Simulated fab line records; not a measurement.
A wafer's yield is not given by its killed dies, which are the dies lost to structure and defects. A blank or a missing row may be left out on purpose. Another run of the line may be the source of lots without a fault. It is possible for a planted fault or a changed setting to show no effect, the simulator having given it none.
Code-filled problem report in 8D (eight disciplines) form || flow sky130 || the parts of the form that need people (team, actions taken, sign-off) are left out

## 1. WHAT IS WRONG
SKY_SD_N_STRIP_11, oes_product_au: mean 0.479 a.u. on 3 wafers (1 lot); fault-free wafers 0.527 a.u., standard deviation 0.0045. Relative to the usual mean, that is a shift of -11 standard deviations.
The step: strips in O2/N2.
First observed at day 31 04:25: wafer L572.2, on plasma_asher-02. The record has a number at this step for 36 wafers belonging to 12 lots. The rule behind "out" and "out of limits": a value lying over 4 standard deviations away from the usual mean. All remaining wafers that have a number are taken as sound.

## 2. WHAT IT IS AND WHAT IT IS NOT
{"question": "which readings at this step", "is": "oes_product_au", "is not": "drypump_motor_current_A, n2_flow_sccm"}
{"question": "which lots", "is": "L572", "is not": "L563, L564, L565, L566, L576, L579, L580, L582, L583, L584, L585"}
{"question": "which wafers of those lots", "is": "all that have a number", "is not": "-"}
{"question": "read on which tools", "is": "plasma_asher-02", "is not": "plasma_asher-01, plasma_asher-04"}
{"question": "when", "is": "from day 31 04:25", "is not": "up to then (12 sound wafers); but 21 sound wafers of L576, L579, L580, L582, L583, L584, L585 came after"}

## 3. SUSPECTS, AND WHAT RULES EACH OUT
Counting: a tool at a process step up to the reading stays a suspect if it ran every lot that is out and no sound lot after the first of them.
- plasma_asher-02 at SKY_SD_N_STRIP_11 (strips in O2/N2): ruled out as a lasting fault. Sound lots L580, L584 ran on it after its first lot that is out, L572 (day 31 04:25).
Left after counting: nothing in the record.

## 4. THE CAUSE (what the simulator had put in)
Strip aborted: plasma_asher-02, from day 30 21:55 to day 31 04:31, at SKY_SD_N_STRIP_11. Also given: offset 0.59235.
Counting ruled it out, wrongly.

## 5. THE CHAIN OF EFFECTS, in route order
Each row: a reading whose mean over the struck wafers that have a number lies more than 3 standard deviations from the usual. Scope: only readings with a usual standard deviation given in the record; hours: median across lots of the time from each lot's start at the first step in this table that gives one to its start at this step; sigmas: change in usual standard deviations.
{"hours": 0, "step": "SKY_SD_N_STRIP_11", "reading": "oes_product_au", "usual": "0.527 a.u.", "on struck wafers": 0.479, "change": -0.048, "sigmas": -11}
{"hours": 408, "step": "SKY_PAD_OPEN_PROBE_99", "reading": "killed_at_front_end", "usual": 15, "on struck wafers": 421, "change": "+406", "sigmas": "+97"}
{"hours": 408, "step": "SKY_PAD_OPEN_PROBE_99", "reading": "killed_dies", "usual": 87, "on struck wafers": 492, "change": "+405", "sigmas": "+42"}
{"hours": 408, "step": "SKY_PAD_OPEN_PROBE_99", "reading": "killed_on_rim", "usual": 17, "on struck wafers": 96, "change": "+79", "sigmas": "+19"}
Process steps it contains:
- SKY_SD_N_STRIP_11: strips in O2/N2.
- SKY_PAD_OPEN_PROBE_99
Readings that are blank on the struck wafers while sound wafers have them: strip_time_to_endpoint_s at SKY_SD_N_STRIP_11.

## 6. WHAT WOULD HAVE CAUGHT IT SOONER
The fault began at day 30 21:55; the first out-of-limits reading in this record came at day 31 04:25, 7 hours later.
